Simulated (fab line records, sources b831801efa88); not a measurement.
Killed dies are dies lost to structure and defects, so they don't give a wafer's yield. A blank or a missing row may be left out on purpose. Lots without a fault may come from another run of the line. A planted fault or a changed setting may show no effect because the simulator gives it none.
fab line records | flow sky130
record lots=13 wafers=39 last_day=50
route steps=708 shown VT_ADJUST_HVTR@139 SONOS_ONO@172
lots that met no fault: from a run of the same line without faults
start_h: hours from the record's first day to the start of the lot's first wafer shown | wait_h: hours since the lot's step before | " the same as in the row above | L1.1+2: a row that stands for several wafers | - no value, or no start given | * or withheld: withheld | < > ~ a bound
route shown NAME@n: a module of which the file shows steps, and the number in the route of the first | usual: mean/standard deviation of fault-free wafers | same: alike in all rows | chamber/n: place in a boat | sites: the reading at each site | _std_site: their standard deviation | _edge_site: outer sites' mean less inner sites' | radius_mm: how far each site lies from the wafer's centre | mask NAME#n: copy n | behind: the tool/chamber that last shaped the wafer | hold: why the lot was held/for how many hours/how that ended | device: the transistor (n, p or np) that didn't switch | end of line: the same wafers' tests at the end of the route | a step without rows: its recipe alone | killed: dies lost to structure and defects at the first sort, not the wafer's yield | map: a wafer's dies, x killed, . not, _ none there
set.NAME: the setting as run; set.NAME@STEP: as run at that earlier step | model.NAME: the simulator's own value behind a step, which no gauge read
steps of the route over a sample of lots; a table a step, a row a wafer
services: from which hour (start_h, from the record's first day; less than 0 if before it) a tool's chamber was out of use, for how many hours, and why
## steps
# step SKY_VT_ADJUST_HVTR_OVL_MEAS_08
# usual VT_ADJUST_HVTR_OVL=1.4/1.5
# columns lot.wafer tool chamber start_h wait_h VT_ADJUST_HVTR_OVL[nm]
L869.1 overlay-02 - 213.29 0.1 0.0
L869.3 " - " " 1.5
L869.5 " - " " 0.6
L870.1 overlay-02 - 213.99 0.1 -0.9
L870.2 " - " " -0.1
L870.5 " - " " -1.4
L871.2 overlay-01 - 222.55 0.1 -0.9
L871.4 " - " " 0.1
L871.6 " - " " -1.6
L872.4 overlay-02 - 225.05 0.1 4.1
L872.5 " - " " 3.2
L872.6 " - " " 2.8
L873.2 overlay-01 - 232.10 0.1 2.4
L873.3 " - " " 3.9
L873.6 " - " " 2.4
L874.1 overlay-01 - 240.44 0.1 1.5
L874.2 " - " " -0.5
L874.6 " - " " 1.1
L883.2 overlay-02 - 304.60 0.1 3.5
L883.4 " - " " 2.8
L883.5 " - " " 2.5
L885.2 overlay-01 - 319.04 0.1 0.5
L885.5 " - " " 1.6
L885.6 " - " " 2.2
L887.1 overlay-02 - 339.84 0.1 3.7
L887.2 " - " " 4.5
L887.4 " - " " 4.1
L889.2 overlay-01 - 351.50 0.1 -1.0
L889.3 " - " " 0.0
L889.5 " - " " 0.5
L890.1 overlay-02 - 354.94 0.1 1.2
L890.2 " - " " 0.4
L890.6 " - " " 2.8
L891.2 overlay-01 - 365.89 0.1 -0.1
L891.5 " - " " -0.3
L891.6 " - " " -1.8
L892.1 overlay-02 - 374.24 0.1 2.9
L892.4 " - " " 3.8
L892.5 " - " " 2.5
# step SKY_VT_ADJUST_HVTR_STRIP_10
# recipe chemistry=O2/N2 power_w=1400 pressure_mtorr=1500 platen_temp_c=withheld o2_flow_sccm=3000 n2_flow_sccm=300 overash_fraction=0.5
# usual chamber_pressure_mTorr=1500.0/1.3 drypump_motor_current_A=5.8/0.62 oes_product_au=0.715/0.005 strip_time_to_endpoint_s=14.19/0.038
# same overash_fraction=0.5
# columns lot.wafer tool chamber start_h wait_h chamber_pressure_mTorr drypump_motor_current_A oes_product_au rf_hours_counter_h strip_time_to_endpoint_s
L869.1 plasma_asher-04 1 213.48 0.1 1501.8 5.4 0.718 10 14.20
L869.3 " 1 " " 1499.0 5.4 0.719 - 14.23
L869.5 " 1 " " 1501.0 5.4 0.713 - 14.23
L870.1 plasma_asher-04 1 214.18 0.1 1502.4 5.4 0.717 10 14.15
L870.2 " 0 " " 1499.7 5.5 0.722 10 14.12
L870.5 " 0 " " 1500.1 5.5 0.713 - 14.13
L871.2 plasma_asher-01 0 222.73 0.1 1501.6 4.9 0.711 54 14.19
L871.4 " 1 " " 1500.7 6.4 0.713 - 14.18
L871.6 " 1 " " 1498.5 6.5 0.709 - 14.18
L872.4 plasma_asher-01 1 225.26 0.1 1499.4 6.4 0.710 - 14.18
L872.5 " 1 " " 1500.7 6.4 0.705 - 14.23
L872.6 " 0 " " 1500.0 5.0 0.714 - 14.20
L873.2 plasma_asher-01 1 232.28 0.1 1500.5 6.5 0.708 55 14.18
L873.3 " 0 " " 1498.4 5.0 0.719 - 14.10
L873.6 " 0 " " 1498.7 5.0 0.714 - 14.15
L874.1 plasma_asher-04 0 240.62 0.1 1498.7 5.5 0.726 13 14.20
L874.2 " 1 " " 1502.5 5.4 0.720 13 14.19
L874.6 " 1 " " 1499.7 5.4 0.718 - 14.22
L883.2 plasma_asher-03 0 304.78 0.1 1497.9 6.6 0.714 61 14.19
L883.4 " 0 " " 1498.5 6.6 0.724 - 14.18
L883.5 " 1 " " 1500.8 6.3 0.713 - 14.23
L885.2 plasma_asher-03 0 319.22 0.1 1497.3 6.6 0.709 62 14.23
L885.5 " 1 " " 1499.7 6.3 0.717 - 14.24
L885.6 " 0 " " 1500.5 6.6 0.717 - 14.22
L887.1 plasma_asher-01 0 340.02 0.1 1500.0 5.0 0.719 66 14.14
L887.2 " 1 " " 1499.3 6.4 0.718 66 14.15
L887.4 " 1 " " 1498.8 6.5 0.716 - 14.17
L889.2 plasma_asher-03 0 351.68 0.1 1501.0 6.6 0.716 66 14.23
L889.3 " 1 " " 1501.6 6.3 0.711 - 14.16
L889.5 " 1 " " 1498.8 6.3 0.723 - 14.23
L890.1 plasma_asher-01 1 355.13 0.1 1499.0 6.5 0.709 68 14.17
L890.2 " 0 " " 1498.4 5.0 0.717 68 14.16
L890.6 " 1 " " 1501.7 6.4 0.717 - 14.15
L891.2 plasma_asher-01 0 366.07 0.1 1499.2 5.0 0.712 69 14.20
L891.5 " 1 " " 1500.2 6.5 0.715 - 14.19
L891.6 " 0 " " 1500.1 5.0 0.709 - 14.16
L892.1 plasma_asher-04 1 374.43 0.1 1500.1 5.4 0.721 25 14.29
L892.4 " 1 " " 1500.1 5.4 0.715 - 14.26
L892.5 " 0 " " 1500.1 5.5 0.730 - 14.24
# step SKY_SONOS_ONO_CVD_04
# recipe material=SiO2 precursor=SiH4/N2O target_thk_nm=5.7199 temp_c=900 pressure_mtorr=400
# columns lot.wafer tool chamber start_h wait_h
L869.1+3+5 lpcvd-03 0 262.20 0.1
L870.1+2+5 lpcvd-03 1 263.45 0.2
L871.2+4+6 lpcvd-03 0 272.83 0.0
L872.4+5+6 lpcvd-03 1 275.67 0.0
L873.2+3+6 lpcvd-03 1 283.55 0.0
L874.1+2+6 lpcvd-03 0 292.80 0.1
L883.2+4+5 lpcvd-03 0 361.88 0.0
L885.2+5+6 lpcvd-03 0 376.33 0.0
L887.1+2+4 lpcvd-03 0 403.39 0.1
L889.2+3+5 lpcvd-03 0 412.15 0.0
L890.1+2+6 lpcvd-03 0 418.08 0.1
L891.2+5+6 lpcvd-03 1 426.96 0.0
L892.1+4+5 lpcvd-03 0 437.08 0.1
# step SKY_SONOS_ONO_THK_MEAS_05
# recipe reads=SiO2_of_SONOS_ONO_CVD_04
# usual SONOS_ONO_CVD_04_THK=5.36/0.13
# columns lot.wafer tool chamber start_h wait_h SONOS_ONO_CVD_04_THK[nm]
L869.1 film_metro-02 - 263.45 0.0 5.37
L869.3 " - " " 5.34
L869.5 " - " " 5.45
L870.1 film_metro-02 - 264.70 0.0 5.49
L870.2 " - " " 5.40
L870.5 " - " " 5.46
L871.2 film_metro-03 - 274.09 0.0 5.36
L871.4 " - " " 5.38
L871.6 " - " " 5.42
L872.4 film_metro-03 - 276.95 0.0 3.48
L872.5 " - " " 3.42
L872.6 " - " " 3.45
L873.2 film_metro-02 - 284.81 0.0 3.30
L873.3 " - " " 3.37
L873.6 " - " " 3.41
L874.1 film_metro-03 - 294.05 0.0 3.32
L874.2 " - " " 3.36
L874.6 " - " " 3.27
L883.2 film_metro-03 - 363.14 0.0 5.39
L883.4 " - " " 5.40
L883.5 " - " " 5.45
L885.2 film_metro-03 - 377.59 0.0 5.23
L885.5 " - " " 5.21
L885.6 " - " " 5.28
L887.1 film_metro-03 - 404.64 0.0 5.42
L887.2 " - " " 5.51
L887.4 " - " " 5.34
L889.2 film_metro-03 - 413.41 0.0 5.50
L889.3 " - " " 5.69
L889.5 " - " " 5.48
L890.1 film_metro-02 - 419.33 0.0 5.38
L890.2 " - " " 5.41
L890.6 " - " " 5.43
L891.2 film_metro-03 - 428.22 0.0 5.44
L891.5 " - " " 5.50
L891.6 " - " " 5.54
L892.1 film_metro-03 - 438.33 0.0 5.27
L892.4 " - " " 5.24
L892.5 " - " " 5.30
# step SKY_SONOS_ONO_OVL_MEAS_14
# usual SONOS_ONO_OVL=1.3/1.3
# columns lot.wafer tool chamber start_h wait_h SONOS_ONO_OVL[nm]
L869.1 overlay-02 - 287.14 0.1 2.3
L869.3 " - " " 1.4
L869.5 " - " " 2.5
L870.1 overlay-01 - 288.34 0.1 -0.2
L870.2 " - " " -0.1
L870.5 " - " " 0.4
L871.2 overlay-01 - 299.65 0.1 -1.1
L871.4 " - " " -1.0
L871.6 " - " " -1.9
L872.4 overlay-01 - 301.51 0.1 2.3
L872.5 " - " " 2.1
L872.6 " - " " 3.4
L873.2 overlay-01 - 309.89 0.1 -0.3
L873.3 " - " " 0.8
L873.6 " - " " 2.1
L874.1 overlay-02 - 319.44 0.1 2.9
L874.2 " - " " 2.4
L874.6 " - " " 3.0
L883.2 overlay-01 - 390.59 0.1 1.3
L883.4 " - " " 0.8
L883.5 " - " " 1.3
L885.2 overlay-01 - 405.94 0.1 -0.5
L885.5 " - " " 1.2
L885.6 " - " " 0.9
L887.1 overlay-02 - 434.49 0.1 3.1
L887.2 " - " " 0.9
L887.4 " - " " 2.0
L889.2 overlay-02 - 443.74 0.1 2.6
L889.3 " - " " 0.9
L889.5 " - " " 1.9
L890.1 overlay-01 - 450.14 0.1 -0.2
L890.2 " - " " 1.9
L890.6 " - " " 0.2
L891.2 overlay-02 - 459.94 0.1 0.8
L891.5 " - " " -0.3
L891.6 " - " " 0.7
L892.1 overlay-01 - 470.29 0.1 2.2
L892.4 " - " " 1.9
L892.5 " - " " -0.3
## services
# columns tool chamber start_h hours kind
plasma_asher-01 - 214.94 1.9 repair
plasma_asher-03 - 332.07 2.8 pm
plasma_asher-04 - 354.86 16.7 repair
plasma_asher-04 - 379.28 3.2 repair
plasma_asher-01 - 421.25 9.0 pm
plasma_asher-01 0 421.25 9.0 vent_cycle
plasma_asher-01 1 421.25 9.0 vent_cycle
plasma_asher-01 0 430.25 - clean
plasma_asher-01 1 430.25 - clean
## key
first_sign step=SKY_SONOS_ONO_THK_MEAS_05 reading=SONOS_ONO_CVD_04_THK direction=down sigmas=16 usual=5.36 struck=3.38
effect none on later readings
met_at SKY_SONOS_ONO_CVD_04
struck_lots L872,L873,L874
tester_left_out L872,L873,L874
not_acting_at SKY_VT_ADJUST_HVTR_OVL_MEAS_08,SKY_VT_ADJUST_HVTR_STRIP_10,SKY_SONOS_ONO_OVL_MEAS_14
onset_between 272.83 275.67
fault kind=process_parameter_drift tool=lpcvd-03 chamber=- onset_h=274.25 steps=SKY_SONOS_ONO_CVD_04 channel=target_thk_nm offset=-1.9719 shape=step end_h=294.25 stated=5.7199
# tester_left_out: of these lots the tester's yield and bins aren't shown, on N5 and GAA mostly nor the transistor test; their killed dies are dies lost to structure and defects alone, not to doping, threshold or leakage, so they don't give the yield
